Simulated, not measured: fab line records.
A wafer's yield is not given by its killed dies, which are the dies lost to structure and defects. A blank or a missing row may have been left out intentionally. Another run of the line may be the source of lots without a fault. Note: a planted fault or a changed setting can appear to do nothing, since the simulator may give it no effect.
Which tool was responsible? ; flow sky130 ; 6 lots, 18 wafers sampled, at 2 steps of a route of 708

== WHAT EACH GAUGE READ, for each wafer ==
SKY_SONOS_ONO_THK_MEAS_05.
lot;measured;on;SONOS_ONO_CVD_04_THK (nm)
L410;day 12 08:46;filmMetro-04;5.47 5.40 5.50
L412;day 12 20:01;filmMetro-02;5.90 5.89 5.86
L414;day 13 16:44;filmMetro-04;5.65 5.77 5.75
L417;day 14 17:24;filmMetro-01;5.62 5.49 5.66
L419;day 15 05:26;filmMetro-01;5.72 5.70 5.72
L427;day 18 05:44;filmMetro-02;6.28 6.32 6.32

== EACH LOT AND THE TOOL THAT RAN IT (in order: tool; ch and the chambers of the sampled wafers; start) ==
lot;SKY_SONOS_ONO_CVD_04
L410;lpcvd-03 ch 0, day 12 07:31
L412;lpcvd-03 ch 1, day 12 18:46
L414;lpcvd-03 ch 1, day 13 15:29
L417;lpcvd-03 ch 1, day 14 16:09
L419;lpcvd-03 ch 1, day 15 04:10
L427;lpcvd-03 ch 0, day 18 04:28
- SKY_SONOS_ONO_CVD_04: deposits SiO2 from SiH4/N2O, target thk 5.7199 nm.

== THE ANSWER, worked out from the rows above alone ==
Rule: what is usual is taken from the lots themselves. The widest of any qualifying gaps counts: lots, ordered by their means at a reading, are off when they make up no more than a third of the lots, leave a main group of 4 or more, and stand apart from it by 3 or more times the standard deviation of that group's means. A main group is skipped when, at the precision printed for the reading in the tables above, its means are all equal. A lot without any number at a reading at which 4 lots or more have one is off too. The other lots that the step has rows for count as sound.
No lot is off at any reading shown: from this, nothing can be told.

== WHAT HAD BEEN PUT IN BY THE SIMULATOR ==
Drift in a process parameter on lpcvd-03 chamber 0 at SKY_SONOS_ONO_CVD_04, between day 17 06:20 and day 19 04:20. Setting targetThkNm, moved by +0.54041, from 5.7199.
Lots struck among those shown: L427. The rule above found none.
